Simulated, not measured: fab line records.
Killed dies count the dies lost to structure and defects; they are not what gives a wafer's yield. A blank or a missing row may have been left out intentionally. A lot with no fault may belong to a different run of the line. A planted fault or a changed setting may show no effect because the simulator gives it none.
Which tool did it? -- flow sky130 -- Sampling: 24 lots, 72 wafers, 4 of 708 route steps

WHAT EACH GAUGE READ, for each wafer
SKY_CONTACT_THK_MEAS_26: measures by xrf.
lot,measured,on,CONTACT_W_THK (nm)
L074,day 31 03:19,film metro-04,342 347 347
L075,day 31 15:01,film metro-03,353 350 352
L076,day 32 04:41,film metro-03,348 347 351
L077,day 32 11:36,film metro-04,339 347 344
L079,day 32 15:52,film metro-04,340 338 340
L078,day 32 21:19,film metro-04,343 342 344
L080,day 33 10:59,film metro-02,347 351 346
L081,day 33 21:56,film metro-02,347 346 342
L082,day 33 23:30,film metro-02,347 347 346
L083,day 34 04:32,film metro-04,351 349 350
L084,day 34 20:34,film metro-02,343 345 341
L085,day 35 03:33,film metro-04,350 340 346
L086,day 35 10:10,film metro-04,345 350 344
L087,day 35 11:19,film metro-04,343 346 339
L088,day 36 02:35,film metro-02,346 337 337
L089,day 36 04:26,film metro-03,349 345 350
L090,day 36 22:34,film metro-04,344 339 344
L091,day 37 02:26,film metro-03,342 345 347
L092,day 37 02:57,film metro-04,351 349 343
L093,day 37 10:40,film metro-02,339 339 344
L094,day 37 21:31,film metro-02,337 335 345
L096,day 38 05:39,film metro-03,347 348 353
L095,day 38 11:02,film metro-03,353 349 349
L097,day 38 20:23,film metro-03,341 343 348

SKY_VIA3_OVL_MEAS_13.
lot,measured,on,VIA3_OVL (nm)
L074,day 39 03:47,overlay-01,10 11 8
L075,day 39 15:59,overlay-01,-1 -2 -1
L076,day 40 02:58,overlay-02,6 9 6
L077,day 40 07:00,overlay-02,0 3 0
L079,day 40 19:58,overlay-02,3 3 3
L078,day 40 20:02,overlay-01,14 13 12
L080,day 41 04:10,overlay-01,9 -3 5
L081,day 41 16:15,overlay-01,2 2 -5
L082,day 41 17:50,overlay-01,1 2 -2
L083,day 41 23:12,overlay-01,0 2 6
L084,day 42 13:50,overlay-02,7 5 -3
L085,day 42 19:33,overlay-01,-7 -3 -2
L086,day 43 00:50,overlay-01,4 4 7
L087,day 43 03:24,overlay-02,-1 -1 2
L088,day 43 15:33,overlay-02,2 5 -1
L089,day 43 15:55,overlay-01,4 1 7
L090,day 44 07:23,overlay-02,-2 7 0
L091,day 44 09:59,overlay-01,-3 -4 -2
L092,day 44 12:11,overlay-02,13 6 1
L093,day 44 17:55,overlay-01,6 6 10
L094,day 45 04:31,overlay-02,0 3 2
L096,day 45 11:10,overlay-01,9 4 11
L095,day 45 17:46,overlay-02,11 8 9
L097,day 46 00:27,overlay-01,0 3 10

SKY_VIA4_THK_MEAS_20: measures by xrf.
lot,measured,on,VIA4_W_THK (nm)
L074,day 42 08:27,film metro-03,506 503 506
L075,day 42 20:46,film metro-04,526 516 512
L076,day 43 07:06,film metro-04,527 520 512
L077,day 43 09:42,film metro-04,508 512 505
L079,day 43 22:23,film metro-04,503 510 509
L078,day 43 23:03,film metro-03,505 504 508
L080,day 44 07:55,film metro-02,517 515 512
L081,day 44 18:09,film metro-04,520 516 519
L082,day 44 20:44,film metro-02,522 520 522
L083,day 45 01:57,film metro-04,521 517 514
L084,day 45 13:11,film metro-04,510 510 518
L085,day 45 19:50,film metro-03,497 500 501
L086,day 45 23:31,film metro-04,517 518 514
L087,day 46 01:53,film metro-02,518 522 512
L088,day 46 12:05,film metro-02,536 521 517
L089,day 46 12:23,film metro-04,516 511 507
L090,day 47 03:01,film metro-04,507 507 509
L091,day 47 05:34,film metro-04,513 518 513
L092,day 47 07:12,film metro-04,517 518 515
L093,day 47 11:10,film metro-04,513 510 509
L094,day 47 22:13,film metro-04,509 509 512
L096,day 48 04:22,film metro-04,509 514 515
L095,day 48 10:17,film metro-03,505 524 515
L097,day 48 16:08,film metro-03,504 509 504

WHICH TOOL RAN EACH LOT (tool, then ch and the chambers of the sampled wafers, then the start)
lot,SKY_METAL4_STRIP_19
L074,"plasma asher-03 ch 0,1, day 41 06:58"
L075,"plasma asher-01 ch 0,1, day 41 18:49"
L076,"plasma asher-03 ch 0,1, day 42 05:18"
L077,"plasma asher-01 ch 0,1, day 42 08:31"
L079,"plasma asher-03 ch 0,1, day 42 21:01"
L078,"plasma asher-01 ch 0,1, day 42 22:10"
L080,"plasma asher-01 ch 0,1, day 43 06:37"
L081,"plasma asher-03 ch 0,1, day 43 16:58"
L082,"plasma asher-03 ch 0,1, day 43 20:07"
L083,"plasma asher-04 ch 0,1, day 44 01:00"
L084,"plasma asher-01 ch 1, day 44 14:09"
L085,"plasma asher-01 ch 1, day 44 20:00"
L086,"plasma asher-03 ch 0,1, day 45 01:06"
L087,"plasma asher-03 ch 0,1, day 45 03:12"
L088,"plasma asher-01 ch 1, day 45 13:33"
L089,"plasma asher-03 ch 1, day 45 14:13"
L090,"plasma asher-03 ch 0,1, day 46 05:14"
L091,"plasma asher-04 ch 0,1, day 46 07:22"
L092,"plasma asher-01 ch 0,1, day 46 09:18"
L093,"plasma asher-01 ch 0,1, day 46 13:55"
L094,"plasma asher-01 ch 1, day 47 00:16"
L096,"plasma asher-04 ch 0,1, day 47 06:57"
L095,"plasma asher-04 ch 0,1, day 47 13:12"
L097,"plasma asher-03 ch 0,1, day 47 19:11"
- SKY_METAL4_STRIP_19: strips in O2/N2.

AS READ BY THE TOOLS THEMSELVES (means over the sampled wafers that have a number; for cases with no such wafer, the mark the record gives instead)
SKY_METAL4_STRIP_19.
lot,tool,drypump motor current A (A),oes product au (a.u.),strip time to endpoint s (s)
L074,plasma asher-03,5.6,0.497,6.47
L075,plasma asher-01,5.8,0.499,6.52
L076,plasma asher-03,5.8,0.505,6.60
L077,plasma asher-01,5.6,0.503,6.59
L079,plasma asher-03,5.6,0.512,6.59
L078,plasma asher-01,5.8,0.506,6.55
L080,plasma asher-01,5.6,0.501,6.51
L081,plasma asher-03,5.6,0.506,6.64
L082,plasma asher-03,5.8,0.502,6.55
L083,plasma asher-04,5.2,0.506,6.48
L084,plasma asher-01,5.5,0.505,6.63
L085,plasma asher-01,5.5,0.503,6.53
L086,plasma asher-03,5.8,0.504,6.58
L087,plasma asher-03,5.8,0.504,6.58
L088,plasma asher-01,5.5,0.504,6.57
L089,plasma asher-03,5.9,0.500,6.50
L090,plasma asher-03,5.6,0.499,6.57
L091,plasma asher-04,5.0,0.501,6.48
L092,plasma asher-01,5.7,0.503,6.61
L093,plasma asher-01,5.6,0.505,6.51
L094,plasma asher-01,5.5,0.501,6.56
L096,plasma asher-04,5.3,0.502,6.56
L095,plasma asher-04,5.0,0.502,6.47
L097,plasma asher-03,5.6,0.505,6.59

THE ANSWER, worked out from the rows above alone
Rule: the lots themselves supply what counts as usual. The widest of any qualifying gaps counts: lots, ordered by their means at a reading, are off when they make up no more than a third of the lots, leave a main group of 4 or more, and stand apart from it by 3 or more times the standard deviation of that group's means. A main group whose means are all the same, to the digits that the tables above print for the reading, isn't used. A lot without any number at a reading at which 4 lots or more have one is off too. All remaining lots with rows at the step are treated as sound. Order of review: gauges by route order, followed by the tools' own readings, for which a lot's mean as printed above is used. The first step at which some lot is off is used, and at that step the reading that is off furthest; a lot without a number counts as furthest.
Nothing can be told from this: no lot is off at any reading shown.

WHAT WAS PUT IN BY THE SIMULATOR
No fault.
